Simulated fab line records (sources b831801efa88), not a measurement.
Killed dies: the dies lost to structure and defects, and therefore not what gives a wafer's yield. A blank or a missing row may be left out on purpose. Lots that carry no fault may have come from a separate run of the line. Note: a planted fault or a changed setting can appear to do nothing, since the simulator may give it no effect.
fab line records	flow sky130
record: lots: 7	wafers: 21	last_day: 49
route steps=708 shown CAP2M@614 METAL4@621 PAD_OPEN@708
lots untouched by any fault: they come from a run of this same line in which no faults occurred
start_h: the number of hours between the record's first day and the start of the first shown wafer of the lot	wait_h: hours since the lot's step before	" as in the row above	L1.1+2: a single row standing in for several wafers	- either no value or no given start	* or withheld: withheld	< > ~ a bound
route shown NAME@n: names a module that has steps shown in the file, with the first one's number in the route	usual: mean/standard deviation taken from wafers without a fault	same: alike in all rows	chamber/n: place in a boat	sites: per-site readings	_std_site: the values' standard deviation	_edge_site: mean of outer sites minus mean of inner sites	radius_mm: how far each site lies from the wafer's centre	mask NAME#n: copy n	behind: tool/chamber where the wafer was last shaped	hold: reason for holding the lot/hours on hold/outcome of the hold	device: which transistor (n, p or np) failed to switch	end of line: tests run on the same wafers once the route is complete	a step with no rows: only its recipe	killed: at the first sort, the dies lost to defects and structure; wafer yield is something else	map: the dies of a wafer, with x for killed, . for not killed, _ for no die there
set.NAME: the setting that was run; set.NAME@STEP: the one run at that earlier step	model.NAME: the simulator's own value behind a step, which no gauge read
a table for each step, a row for each wafer; lots at some steps of the route
services: the hour from which a tool's chamber was out of use, counted from the record's first day as start_h (under 0 if before that day), plus the number of hours and why
== steps ==
step: SKY_CAP2M_DEVELOP_11
recipe: resist: NOVOLAK	developer: TMAH	develop_time_s: 60	dev_temp_c: 23
step: SKY_CAP2M_OVL_MEAS_12
usual: CAP2M_OVL: 0.4/1.4
lot.wafer	tool	chamber	start_h	wait_h	CAP2M_OVL[nm]
L295.1	overlay-02	-	968.11	0.1	0.6
L295.2	"	-	"	"	2.1
L295.3	"	-	"	"	-0.1
L297.2	overlay-01	-	992.16	0.1	-0.3
L297.3	"	-	"	"	1.1
L297.5	"	-	"	"	1.2
L299.2	overlay-01	-	1003.69	0.1	-0.5
L299.3	"	-	"	"	-0.2
L299.5	"	-	"	"	-1.1
L300.3	overlay-01	-	1017.42	0.1	3.3
L300.4	"	-	"	"	2.9
L300.5	"	-	"	"	1.6
L304.2	overlay-01	-	1034.72	0.1	-0.3
L304.4	"	-	"	"	1.4
L304.6	"	-	"	"	-1.3
L307.1	overlay-01	-	1055.78	0.1	1.2
L307.2	"	-	"	"	0.9
L307.3	"	-	"	"	1.2
L309.1	overlay-02	-	1063.68	0.1	-0.6
L309.5	"	-	"	"	-0.2
L309.6	"	-	"	"	-0.9
step: SKY_CAP2M_METAL_ETCH_13
recipe: target_depth_nm: 220	stop_on: SiO2	chemistry: Cl2/BCl3	target: TiN	pressure_mtorr: 10	icp_w: 900	bias_w: 48.5	Cl2_flow_sccm: 60	bcl3_flow_sccm: 30	time_s: 62.9
usual: drypump_motor_current_A: 5.8/0.56	oes_product_au: 0.939/0.0062	throttle_valve_pct: 21.902/0.01
lot.wafer	tool	chamber	start_h	wait_h	drypump_motor_current_A	oes_product_au	rf_hours_counter_h	throttle_valve_pct
L295.1	rie_metal-04	0	968.15	0.0	5.1	0.932	3	21.913
L295.2	"	1	"	"	6.0	0.938	7	21.911
L295.3	"	0	"	"	5.1	0.936	-	21.916
L297.2	rie_metal-04	0	992.19	0.0	5.1	0.936	4	21.892
L297.3	"	0	"	"	5.1	0.940	-	21.909
L297.5	"	1	"	"	6.0	0.930	-	21.901
L299.2	rie_metal-03	1	1003.75	0.0	6.2	0.942	-	21.914
L299.3	"	1	"	"	6.2	0.936	-	21.896
L299.5	"	1	"	"	6.2	0.933	-	21.906
L300.3	rie_metal-03	1	1017.50	0.1	6.2	0.925	-	21.910
L300.4	"	1	"	"	6.2	0.925	-	21.909
L300.5	"	1	"	"	6.2	0.927	-	21.910
L304.2	rie_metal-03	1	1034.78	0.0	6.2	0.939	-	21.899
L304.4	"	1	"	"	6.2	0.937	-	21.887
L304.6	"	1	"	"	6.2	0.943	-	21.900
L307.1	rie_metal-02	1	1055.82	0.0	6.5	0.944	17	21.912
L307.2	"	1	"	"	6.5	0.942	-	21.898
L307.3	"	1	"	"	6.5	0.939	-	21.901
L309.1	rie_metal-04	1	1063.72	0.0	6.1	0.946	12	21.884
L309.5	"	0	"	"	5.1	0.950	-	21.908
L309.6	"	1	"	"	6.0	0.942	-	21.914
step: SKY_CAP2M_STRIP_14
recipe: chemistry: O2/N2	power_w: 1400	pressure_mtorr: 1500	platen_temp_c: withheld	o2_flow_sccm: 3000	n2_flow_sccm: 300	overash_fraction: 0.5
usual: drypump_motor_current_A: 5.6/0.38	oes_product_au: 0.711/0.0048	strip_time_to_endpoint_s: 12.64/0.044
same: overash_fraction: 0.5
lot.wafer	tool	chamber	start_h	wait_h	drypump_motor_current_A	oes_product_au	rf_hours_counter_h	strip_time_to_endpoint_s
L295.1	plasma_asher-02	1	968.25	0.1	5.7	0.709	83	12.61
L295.2	"	0	"	"	5.3	0.711	83	12.62
L295.3	"	1	"	"	5.7	0.712	-	12.58
L297.2	plasma_asher-01	0	992.30	0.1	5.0	0.702	57	12.71
L297.3	"	1	"	"	6.1	0.716	-	12.67
L297.5	"	0	"	"	5.0	0.709	-	12.62
L299.2	plasma_asher-03	1	1003.87	0.1	5.8	0.707	27	12.69
L299.3	"	1	"	"	5.8	0.716	-	12.72
L299.5	"	0	"	"	5.6	0.712	-	12.73
L300.3	plasma_asher-01	0	1017.63	0.1	5.0	0.714	-	12.60
L300.4	"	1	"	"	6.1	0.714	-	12.64
L300.5	"	1	"	"	6.1	0.704	-	12.60
L304.2	plasma_asher-03	0	1034.90	0.1	5.6	0.706	31	12.70
L304.4	"	1	"	"	5.8	0.706	-	12.78
L304.6	"	0	"	"	5.6	0.703	-	12.68
L307.1	plasma_asher-03	0	1055.98	0.1	5.5	0.710	33	12.64
L307.2	"	1	"	"	5.8	0.707	33	12.59
L307.3	"	1	"	"	5.8	0.716	-	12.62
L309.1	plasma_asher-01	0	1063.80	0.1	5.0	0.709	65	12.64
L309.5	"	1	"	"	6.1	0.705	-	12.62
L309.6	"	0	"	"	4.9	0.705	-	12.60
step: SKY_CAP2M_STRIP_15
recipe: chemistry: post_etch_residue_remover	time_s: 1200	temp_c: 72.5
step: SKY_CAP2M_CLEAN_16
recipe: chemistry: IPA	time_s: 180	temp_c: 25
step: SKY_CAP2M_CLEAN_17
recipe: chemistry: O3/DIW	dry: n2_spin
step: SKY_METAL4_DEHYDRATE_05
recipe: temp_c: 200	time_s: 60
step: SKY_METAL4_HMDS_06
recipe: prime_time_s: 60	prime_temp_c: 120
step: SKY_METAL4_COAT_07
recipe: resist: BARC	temp_c: withheld	time_s: withheld	spin_rpm: 3000	resist_thk_nm: 60
step: SKY_METAL4_COAT_08
recipe: resist: KrF-thick	spin_rpm: 3000	resist_thk_nm: 1140
step: SKY_METAL4_SOFTBAKE_09
recipe: temp_c: 100	time_s: 90	resist: KrF-thick
step: SKY_METAL4_EXPOSE_10
recipe: mask_id: MM4	na: 0.68	source_shape: annular	sigma_inner: 0.4	sigma_outer: 0.8	target_cd_nm: 300	dose_mj: 28
usual: exposure_dose_mJ_cm2: 27.95/0.034
lot.wafer	tool	chamber	start_h	wait_h	mask	exposure_dose_mJ_cm2
L295.1	krf_scanner-01	0	980.71	-	MM4#0	27.93
L295.2	"	0	"	"	MM4#0	27.92
L295.3	"	0	"	"	MM4#0	27.89
L297.2	krf_scanner-02	0	1004.47	-	MM4#0	27.94
L297.3	"	0	"	"	MM4#0	27.96
L297.5	"	0	"	"	MM4#0	27.94
L299.2	krf_scanner-01	0	1016.60	-	MM4#0	27.95
L299.3	"	0	"	"	MM4#0	27.97
L299.5	"	0	"	"	MM4#0	27.99
L300.3	krf_scanner-01	0	1029.49	-	MM4#0	27.94
L300.4	"	0	"	"	MM4#0	27.99
L300.5	"	0	"	"	MM4#0	27.92
L304.2	krf_scanner-02	0	1047.15	-	MM4#0	27.55
L304.4	"	0	"	"	MM4#0	27.53
L304.6	"	0	"	"	MM4#0	27.55
L307.1	krf_scanner-02	0	1067.89	-	MM4#0	27.62
L307.2	"	0	"	"	MM4#0	27.60
L307.3	"	0	"	"	MM4#0	27.60
L309.1	krf_scanner-02	0	1074.66	-	MM4#0	27.59
L309.5	"	0	"	"	MM4#0	27.63
L309.6	"	0	"	"	MM4#0	27.60
step: SKY_METAL4_PEB_11
recipe: peb_temp_c: withheld	peb_time_s: withheld	resist: KrF-thick
step: SKY_METAL4_DEVELOP_12
recipe: develop_time_s: 60	resist: KrF-thick	dev_temp_c: 21
step: SKY_METAL4_CD_MEAS_13
recipe: target_cd_nm: 300
usual: cd_nm: 299.6/1.6
lot.wafer	tool	chamber	start_h	wait_h	cd_nm
L295.1	cd_sem-01	-	992.81	-	301.3
L295.2	"	-	"	"	300.8
L295.3	"	-	"	"	301.7
L297.2	cd_sem-01	-	1016.13	-	299.2
L297.3	"	-	"	"	298.8
L297.5	"	-	"	"	298.2
L299.2	cd_sem-02	-	1027.18	-	298.2
L299.3	"	-	"	"	297.0
L299.5	"	-	"	"	299.4
L300.3	cd_sem-02	-	1040.80	-	299.0
L300.4	"	-	"	"	298.4
L300.5	"	-	"	"	297.8
L304.2	cd_sem-01	-	1058.18	-	303.0
L304.4	"	-	"	"	303.2
L304.6	"	-	"	"	303.4
L307.1	cd_sem-02	-	1077.81	-	300.9
L307.2	"	-	"	"	302.0
L307.3	"	-	"	"	302.0
L309.1	cd_sem-01	-	1085.10	-	302.7
L309.5	"	-	"	"	301.2
L309.6	"	-	"	"	300.3
step: SKY_METAL4_OVL_MEAS_14
usual: METAL4_OVL: -2/5.5
lot.wafer	tool	chamber	start_h	wait_h	METAL4_OVL[nm]
L295.1	overlay-02	-	992.93	0.1	6
L295.2	"	-	"	"	-3
L295.3	"	-	"	"	-1
L297.2	overlay-02	-	1016.23	0.1	-3
L297.3	"	-	"	"	-12
L297.5	"	-	"	"	-11
L299.2	overlay-01	-	1027.28	0.1	-2
L299.3	"	-	"	"	-5
L299.5	"	-	"	"	-5
L300.3	overlay-02	-	1040.90	0.1	0
L300.4	"	-	"	"	-1
L300.5	"	-	"	"	-2
L304.2	overlay-01	-	1058.29	0.1	-2
L304.4	"	-	"	"	1
L304.6	"	-	"	"	1
L307.1	overlay-02	-	1077.93	0.1	-1
L307.2	"	-	"	"	-5
L307.3	"	-	"	"	-7
L309.1	overlay-01	-	1085.22	0.1	-7
L309.5	"	-	"	"	-6
L309.6	"	-	"	"	-2
step: SKY_METAL4_DESCUM_15
recipe: chemistry: O2	source_power_w: 150	bias_power_w: 0	pressure_mtorr: 10	temp_c: 40	time_s: 8
usual: drypump_motor_current_A: 5.9/0.41	oes_product_au: 1.000/0.0067
lot.wafer	tool	chamber	start_h	wait_h	drypump_motor_current_A	oes_product_au	rf_hours_counter_h	model.METAL4.cd_nm
L295.1	rie_metal-03	1	992.96	0.0	6.2	0.993	0	301.2
L295.2	"	0	"	"	5.9	1.007	18	300.7
L295.3	"	1	"	"	6.2	1.000	-	301.3
L297.2	rie_metal-01	0	1016.26	0.0	6.4	1.002	17	298.9
L297.3	"	1	"	"	5.8	1.006	-	298.6
L297.5	"	1	"	"	5.8	1.000	-	298
L299.2	rie_metal-04	1	1027.31	0.0	6.0	0.997	10	298.5
L299.3	"	0	"	"	5.1	0.990	-	297.5
L299.5	"	0	"	"	5.1	0.990	-	299
L300.3	rie_metal-04	0	1040.93	0.0	5.1	1.001	-	298.8
L300.4	"	1	"	"	6.0	1.002	-	297.8
L300.5	"	1	"	"	6.1	0.999	-	297.9
L304.2	rie_metal-04	1	1058.32	0.0	6.1	1.001	12	302.9
L304.4	"	0	"	"	5.1	0.998	-	302.7
L304.6	"	0	"	"	5.1	0.995	-	303
L307.1	rie_metal-01	0	1077.97	0.0	6.4	0.998	22	301.2
L307.2	"	1	"	"	5.8	1.002	10	301.5
L307.3	"	1	"	"	5.8	1.004	-	301.8
L309.1	rie_metal-03	0	1085.26	0.0	5.9	1.016	2	302.8
L309.5	"	0	"	"	6.0	1.008	-	300.9
L309.6	"	0	"	"	6.0	1.010	-	300.6
step: SKY_METAL4_ETCH_16
recipe: chemistry: N2/H2	target: BARC	ion_energy_ev: 200	bias_w: 100	pressure_mtorr: 30	n2_flow_sccm: 100	h2_flow_sccm: 200	icp_w: 500	stop_on: SiO2	time_s: 88.2	target_depth_a: 600
usual: drypump_motor_current_A: 5.9/0.41	oes_product_au: 0.625/0.0045	throttle_valve_pct: 13.206/0.0097
lot.wafer	tool	chamber	start_h	wait_h	drypump_motor_current_A	oes_product_au	rf_hours_counter_h	throttle_valve_pct
L295.1	rie_metal-03	1	993.00	0.0	6.2	0.627	1	13.198
L295.2	"	0	"	"	6.0	0.624	18	13.202
L295.3	"	1	"	"	6.2	0.619	-	13.199
L297.2	rie_metal-01	0	1016.30	0.0	6.5	0.626	17	13.196
L297.3	"	1	"	"	5.8	0.620	-	13.195
L297.5	"	1	"	"	5.8	0.633	-	13.207
L299.2	rie_metal-04	1	1027.35	0.0	6.0	0.622	10	13.214
L299.3	"	0	"	"	5.1	0.619	-	13.226
L299.5	"	0	"	"	5.1	0.625	-	13.191
L300.3	rie_metal-04	0	1040.98	0.0	5.1	0.623	-	13.187
L300.4	"	1	"	"	6.1	0.629	-	13.224
L300.5	"	1	"	"	6.0	0.624	-	13.210
L304.2	rie_metal-04	1	1058.35	0.0	6.1	0.622	12	13.200
L304.4	"	0	"	"	5.1	0.618	-	13.211
L304.6	"	0	"	"	5.1	0.633	-	13.200
L307.1	rie_metal-01	0	1078.00	0.0	6.5	0.624	22	13.202
L307.2	"	1	"	"	5.8	0.625	10	13.198
L307.3	"	1	"	"	5.8	0.626	-	13.188
L309.1	rie_metal-03	0	1085.32	0.1	6.0	0.624	2	13.189
L309.5	"	0	"	"	6.0	0.630	-	13.204
L309.6	"	0	"	"	6.0	0.624	-	13.205
step: SKY_METAL4_ETCH_17
recipe: target: SiO2	stop_on: TiN	chemistry: C4F8/O2/Ar	source_w: 1500	bias_w: 1200	pressure_mtorr: 40	c4f8_flow_sccm: withheld	O2_flow_sccm: 6	Ar_flow_sccm: 300	time_s: 3.9	target_depth_a: 150
usual: oes_product_au: 0.754/0.0068
lot.wafer	tool	chamber	start_h	wait_h	oes_product_au	rf_hours_counter_h	model.METAL4.cd_nm
L295.1	rie_diel-02	1	993.09	0.1	0.751	4	301.8
L295.2	"	3	"	"	0.757	1	301.4
L295.3	"	2	"	"	0.757	18	302.2
L297.2	rie_diel-02	1	1016.39	0.1	0.748	5	300.1
L297.3	"	3	"	"	0.749	2	299.3
L297.5	"	3	"	"	0.756	-	298.1
L299.2	rie_diel-02	0	1027.44	0.1	0.759	13	299.6
L299.3	"	3	"	"	0.753	2	298.6
L299.5	"	1	"	"	0.762	-	299
L300.3	rie_diel-02	0	1041.05	0.0	0.758	13	299.2
L300.4	"	1	"	"	0.759	6	297.9
L300.5	"	1	"	"	0.752	-	297.9
L304.2	rie_diel-01	3	1058.45	0.1	0.760	22	303.5
L304.4	"	2	"	"	0.764	-	303.3
L304.6	"	0	"	"	0.762	-	303.7
L307.1	rie_diel-02	1	1078.10	0.1	0.753	7	300.8
L307.2	"	0	"	"	0.740	14	299.6
L307.3	"	3	"	"	0.754	4	300.2
L309.1	rie_diel-02	3	1085.52	0.2	0.749	4	302.1
L309.5	"	2	"	"	0.759	-	300
L309.6	"	1	"	"	0.763	-	300.2
step: SKY_METAL4_METAL_ETCH_18
recipe: target_depth_a: 8450	stop_on: SiO2	over_etch_frac: 0.3	time_s: 183.1	chemistry: Cl2/BCl3	resist_sidewall_deg: 88	pressure_mtorr: 10	icp_w: 900	bias_w: 48.5	Cl2_flow_sccm: 60	bcl3_flow_sccm: 30
usual: drypump_motor_current_A: 5.9/0.42	oes_product_au: 0.866/0.0061	throttle_valve_pct: 22.264/0.0092
lot.wafer	tool	chamber	start_h	wait_h	drypump_motor_current_A	oes_product_au	rf_hours_counter_h	throttle_valve_pct
L295.1	rie_metal-04	1	993.11	0.0	6.1	0.869	8	22.260
L295.2	"	0	"	"	5.1	0.868	4	22.269
L295.3	"	1	"	"	6.1	0.876	-	22.271
L297.2	rie_metal-04	1	1016.41	0.0	6.1	0.860	10	22.257
L297.3	"	1	"	"	6.1	0.874	-	22.259
L297.5	"	1	"	"	6.1	0.867	-	22.249
L299.2	rie_metal-01	1	1027.46	0.0	5.8	0.861	7	22.261
L299.3	"	0	"	"	6.5	0.862	-	22.275
L299.5	"	0	"	"	6.5	0.857	-	22.266
L300.3	rie_metal-01	0	1041.19	0.1	6.4	0.858	-	22.260
L300.4	"	0	"	"	6.4	0.857	-	22.272
L300.5	"	0	"	"	6.4	0.865	-	22.276
L304.2	rie_metal-03	1	1058.47	0.0	6.2	0.866	6	22.258
L304.4	"	1	"	"	6.2	0.876	-	22.277
L304.6	"	0	"	"	6.0	0.870	-	22.268
L307.1	rie_metal-03	1	1078.12	0.0	6.2	0.855	8	22.265
L307.2	"	1	"	"	6.2	0.871	-	22.280
L307.3	"	1	"	"	6.2	0.853	-	22.282
L309.1	rie_metal-01	1	1085.54	0.0	5.8	0.858	11	22.273
L309.5	"	1	"	"	5.8	0.863	-	22.256
L309.6	"	0	"	"	6.4	0.864	-	22.259
step: SKY_PAD_OPEN_PROBE_99
usual: defect_limited_yield: 82.7/1.9	killed_at_M0_to_M3: 43/7.1	killed_at_M4_up: 3.2/1.9	killed_at_contacts: 23/5.1	killed_at_front_end: 15/4.5	killed_at_other: 0.4/0.65	killed_dies: 85/9.4	killed_on_rim: 17/4	killed_open: 47/6.8	killed_short: 38/6.1	sort_bin_3_pad_short: 0.8/0.38	sort_bin_5_function: 10.3/1.5	sort_bin_6_memory: 6.2/1.1	sort_n_pass: 407/9.4	sort_yield_pct: 82.7/1.9
same: gross_dies: 492	killed_at_back_side: 0	sort_bin_4_leakage[%]: 0	sort_bin_8_speed[%]: 0
lot.wafer	tool	chamber	start_h	wait_h	defect_limited_yield[%]	killed_at_M0_to_M3	killed_at_M4_up	killed_at_contacts	killed_at_front_end	killed_at_other	killed_dies	killed_on_rim	killed_open	killed_short	sort_bin_3_pad_short[%]	sort_bin_5_function[%]	sort_bin_6_memory[%]	sort_n_pass	sort_yield_pct[%]
L295.1	prober-01	-	1088.11	0.1	83.1	38	2	32	10	1	83	17	51	31	0.4	10.2	6.3	409	83.1
L295.2	prober-01	-	1088.16	0.1	82.3	42	1	25	18	1	87	19	53	33	0.8	10.6	6.3	405	82.3
L295.3	prober-01	-	1088.21	0.2	79.9	42	2	26	28	1	99	24	57	42	1.2	11.0	7.9	393	79.9
L297.2	prober-01	-	1109.91	0.1	81.1	49	3	27	12	2	93	19	57	36	0.6	11.2	7.1	399	81.1
L297.3	prober-01	-	1109.96	0.2	79.7	54	6	27	13	0	100	11	48	52	1.4	12.6	6.3	392	79.7
L297.5	prober-01	-	1110.06	0.2	83.9	44	3	11	21	0	79	17	41	38	1.0	8.5	6.5	413	83.9
L299.2	prober-01	-	1118.39	0.1	83.9	39	2	28	9	1	79	18	41	36	0.8	8.9	6.3	413	83.9
L299.3	prober-01	-	1118.44	0.2	86.2	29	2	17	20	0	68	9	40	27	0.6	8.1	5.1	424	86.2
L299.5	prober-01	-	1118.54	0.2	85.8	30	2	14	24	0	70	12	40	30	0.8	9.3	4.1	422	85.8
L300.3	prober-02	-	1131.01	0.2	80.1	49	4	28	17	0	98	23	57	41	0.4	12.6	6.9	394	80.1
L300.4	prober-02	-	1131.06	0.2	79.9	45	2	29	23	0	99	20	55	44	1.6	9.8	8.7	393	79.9
L300.5	prober-02	-	1131.11	0.2	83.7	33	4	20	22	1	80	18	41	39	0.8	8.9	6.5	412	83.7
L304.2	prober-02	-	1147.80	0.1	81.9	50	3	16	20	0	89	24	50	39	1.0	10.4	6.7	403	81.9
L304.4	prober-02	-	1147.90	0.2	81.5	41	4	26	19	1	91	14	48	43	1.6	11.8	5.1	401	81.5
L304.6	prober-02	-	1148.00	0.2	79.3	55	1	22	23	1	102	17	57	44	0.4	13.0	7.3	390	79.3
L307.1	prober-01	-	1162.92	0.1	84.1	32	7	19	20	0	78	14	42	35	0.8	8.9	6.1	414	84.1
L307.2	prober-01	-	1162.97	0.1	83.3	43	2	22	15	0	82	16	43	39	1.4	11.4	3.9	410	83.3
L307.3	prober-01	-	1163.02	0.2	84.6	36	0	22	18	0	76	14	41	35	0.4	9.8	5.3	416	84.6
L309.1	prober-02	-	1170.62	0.1	87.8	32	1	16	11	0	60	14	27	33	0.4	6.9	4.9	432	87.8
L309.5	prober-02	-	1170.82	0.2	80.1	54	4	20	20	0	98	17	53	45	1.2	12.6	6.1	394	80.1
L309.6	prober-02	-	1170.87	0.2	79.1	54	2	22	25	0	103	18	56	47	0.6	10.8	9.6	389	79.1
killed by level:class
L295.1 VIA1:geometric_particle:open=10 CONTACT:geometric_particle:open=10 LI_CONTACT:geometric_particle:open=9 VIA3:geometric_particle:open=9 VIA1:geometric_particle:short=6 VIA2:geometric_particle:open=6 LI_CONTACT:geometric_particle:short=4 LOCAL_INTERCONNECT:geometric_particle:short=4
L295.2 VIA1:geometric_particle:open=15 CONTACT:geometric_particle:open=13 CONTACT:geometric_particle:short=5 VIA3:geometric_particle:open=5 VIA2:geometric_particle:open=5 POLY_GATE:geometric_particle:short=4 POLY_GATE:geometric_particle:open=4 VIA1:geometric_particle:short=4
L295.3 VIA1:geometric_particle:open=14 CONTACT:geometric_particle:open=9 POLY_GATE:geometric_particle:open=8 FIELD_ISO:geometric_particle:short=7 VIA2:geometric_particle:open=7 LI_CONTACT:geometric_particle:open=7 CONTACT:geometric_particle:short=6 METAL1:geometric_particle:short=6
L297.2 CONTACT:geometric_particle:open=12 VIA1:geometric_particle:open=12 VIA2:geometric_particle:open=11 VIA1:geometric_particle:short=7 POLY_GATE:geometric_particle:open=5 LI_CONTACT:geometric_particle:open=5 METAL1:geometric_particle:short=5 VIA3:geometric_particle:open=5
L297.3 VIA1:geometric_particle:open=10 CONTACT:geometric_particle:open=9 FIELD_ISO:geometric_particle:short=7 VIA1:geometric_particle:short=7 VIA3:geometric_particle:open=7 LI_CONTACT:geometric_particle:short=6 VIA2:geometric_particle:open=6 METAL1:geometric_particle:short=5
L297.5 VIA1:geometric_particle:open=12 POLY_GATE:geometric_particle:open=6 VIA3:geometric_particle:open=6 METAL2:geometric_particle:short=5 VIA2:geometric_particle:short=5 VIA2:geometric_particle:open=5 FIELD_ISO:geometric_particle:short=4 METAL1:geometric_particle:short=4
L299.2 VIA1:geometric_particle:open=8 LI_CONTACT:geometric_particle:open=7 CONTACT:geometric_particle:open=7 LOCAL_INTERCONNECT:geometric_particle:short=6 CONTACT:geometric_particle:short=5 VIA2:geometric_particle:open=5 VIA3:geometric_particle:open=5 METAL1:geometric_particle:short=4
L299.3 FIELD_ISO:geometric_particle:open=7 LI_CONTACT:geometric_particle:open=7 CONTACT:geometric_particle:open=7 VIA1:geometric_particle:open=7 FIELD_ISO:geometric_particle:short=4 POLY_GATE:geometric_particle:short=4 VIA2:geometric_particle:open=4 POLY_GATE:geometric_particle:open=3
L299.5 FIELD_ISO:geometric_particle:open=10 VIA3:geometric_particle:open=8 VIA1:geometric_particle:open=7 FIELD_ISO:geometric_particle:short=5 POLY_GATE:geometric_particle:short=5 CONTACT:geometric_particle:open=5 CONTACT:geometric_particle:short=5 VIA2:geometric_particle:open=5
L300.3 VIA1:geometric_particle:open=12 LI_CONTACT:geometric_particle:open=11 CONTACT:geometric_particle:open=7 VIA3:geometric_particle:short=6 VIA3:geometric_particle:open=6 POLY_GATE:geometric_particle:open=5 VIA2:geometric_particle:open=5 METAL1:geometric_particle:short=5
L300.4 VIA1:geometric_particle:open=14 CONTACT:geometric_particle:open=11 VIA2:geometric_particle:open=8 LI_CONTACT:geometric_particle:open=7 VIA1:geometric_particle:short=7 FIELD_ISO:geometric_particle:short=6 CONTACT:geometric_particle:short=6 FIELD_ISO:geometric_particle:open=4
L300.5 VIA1:geometric_particle:open=9 CONTACT:geometric_particle:open=7 VIA2:geometric_particle:open=6 POLY_GATE:geometric_particle:short=5 CONTACT:geometric_particle:short=5 METAL1:geometric_particle:short=5 FIELD_ISO:geometric_particle:open=4 POLY_GATE:geometric_particle:open=4
L304.2 VIA1:geometric_particle:open=12 VIA2:geometric_particle:open=9 CONTACT:geometric_particle:open=9 VIA2:geometric_particle:short=8 FIELD_ISO:geometric_particle:short=5 VIA1:geometric_particle:short=5 FIELD_ISO:geometric_particle:open=4 POLY_GATE:geometric_particle:short=3
L304.4 VIA3:geometric_particle:open=13 CONTACT:geometric_particle:open=10 VIA1:geometric_particle:open=7 POLY_GATE:geometric_particle:open=6 METAL2:geometric_particle:short=6 LI_CONTACT:geometric_particle:open=5 FIELD_ISO:geometric_particle:short=4 LI_CONTACT:geometric_particle:short=4
L304.6 VIA1:geometric_particle:open=14 CONTACT:geometric_particle:open=10 VIA3:geometric_particle:open=8 METAL1:geometric_particle:short=6 VIA2:geometric_particle:open=6 FIELD_ISO:geometric_particle:short=5 METAL3:geometric_particle:short=5 FIELD_ISO:geometric_particle:open=4
L307.1 CONTACT:geometric_particle:open=10 VIA3:geometric_particle:open=10 METAL4:geometric_particle:short=6 FIELD_ISO:geometric_particle:short=5 POLY_GATE:geometric_particle:short=5 FIELD_ISO:geometric_particle:open=4 VIA3:geometric_particle:short=4 VIA2:geometric_particle:open=4
L307.2 VIA1:geometric_particle:open=11 CONTACT:geometric_particle:open=7 VIA3:geometric_particle:open=7 VIA2:geometric_particle:open=6 LOCAL_INTERCONNECT:geometric_particle:short=6 FIELD_ISO:geometric_particle:short=5 METAL1:geometric_particle:short=5 LI_CONTACT:geometric_particle:open=4
L307.3 VIA1:geometric_particle:open=8 VIA3:geometric_particle:open=8 CONTACT:geometric_particle:open=7 FIELD_ISO:geometric_particle:open=5 POLY_GATE:geometric_particle:short=5 LI_CONTACT:geometric_particle:open=5 CONTACT:geometric_particle:short=5 METAL1:geometric_particle:short=5
L309.1 CONTACT:geometric_particle:open=7 METAL2:geometric_particle:short=7 VIA1:geometric_particle:open=6 FIELD_ISO:geometric_particle:short=5 VIA1:geometric_particle:short=5 LI_CONTACT:geometric_particle:open=5 METAL1:geometric_particle:short=4 POLY_GATE:geometric_particle:short=3
L309.5 VIA1:geometric_particle:open=12 FIELD_ISO:geometric_particle:short=10 LI_CONTACT:geometric_particle:open=9 CONTACT:geometric_particle:open=6 VIA2:geometric_particle:short=6 FIELD_ISO:geometric_particle:open=5 VIA3:geometric_particle:open=5 METAL1:geometric_particle:short=5
L309.6 VIA1:geometric_particle:open=16 FIELD_ISO:geometric_particle:open=9 METAL1:geometric_particle:short=7 POLY_GATE:geometric_particle:short=6 LI_CONTACT:geometric_particle:open=6 CONTACT:geometric_particle:open=6 VIA1:geometric_particle:short=6 VIA3:geometric_particle:open=6
== services ==
tool	chamber	start_h	hours	kind
krf_scanner-01	-	945.70	1.3	pm
rie_metal-03	-	946.67	14.6	pm
krf_scanner-01	-	947.00	1.0	pm
rie_metal-01	-	951.07	2.8	pm
krf_scanner-02	-	951.71	1.3	pm
rie_metal-03	1	963.32	-	clean
rie_metal-03	1	963.32	16.9	scheduled_down
rie_metal-03	1	963.32	16.9	vent_cycle
krf_scanner-02	-	969.17	1.2	repair
krf_scanner-02	-	971.12	4.0	pm
rie_metal-02	-	978.15	2.8	pm
rie_diel-01	-	983.21	0.4	repair
krf_scanner-01	-	986.11	0.8	pm
rie_metal-02	-	994.34	14.6	pm
plasma_asher-02	-	1001.48	18.3	repair
rie_metal-03	0	1001.60	3.1	repair
rie_metal-03	0	1004.65	-	clean
plasma_asher-03	-	1006.01	2.8	pm
krf_scanner-02	-	1031.02	0.8	pm
rie_metal-01	1	1040.95	5.8	repair
rie_diel-01	1	1043.82	1.2	repair
rie_metal-03	1	1048.03	3.3	repair
rie_metal-03	0	1073.30	11.9	repair
plasma_asher-02	-	1075.65	3.7	repair
== key ==
first_sign: step: SKY_METAL4_EXPOSE_10	reading: exposure_dose_mJ_cm2	direction: down	sigmas: 11	usual: *	struck: *
effect: step: SKY_METAL4_CD_MEAS_13	reading: cd_nm	direction: up	sigmas: 1.6	usual: 299.6	struck: 302.1	through: control_loop
model_effect: step: SKY_METAL4_DESCUM_15	value: METAL4.cd_nm	without: 299.4	struck: 301.9
model_effect: step: SKY_METAL4_ETCH_17	value: METAL4.cd_nm	without: 299	struck: 301.5
met_at SKY_METAL4_EXPOSE_10
struck_wafers L304.2,L304.4,L304.6,L307.1,L307.2,L307.3,L309.1,L309.5,L309.6
loop_trim: step: SKY_METAL4_EXPOSE_10	setting: dose	lots: L307,L309
onset_between 1004.47 1047.15
fault: kind: process_parameter_drift	tool: krf_scanner-02	chamber: -	onset_h: 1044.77	steps: SKY_METAL4_EXPOSE_10	channel: dose_mj	offset: -0.44984	shape: step	acts_in: these_recipes_only	stated: 28
loop_trim: a control loop set the setting to another value than it would have without faults
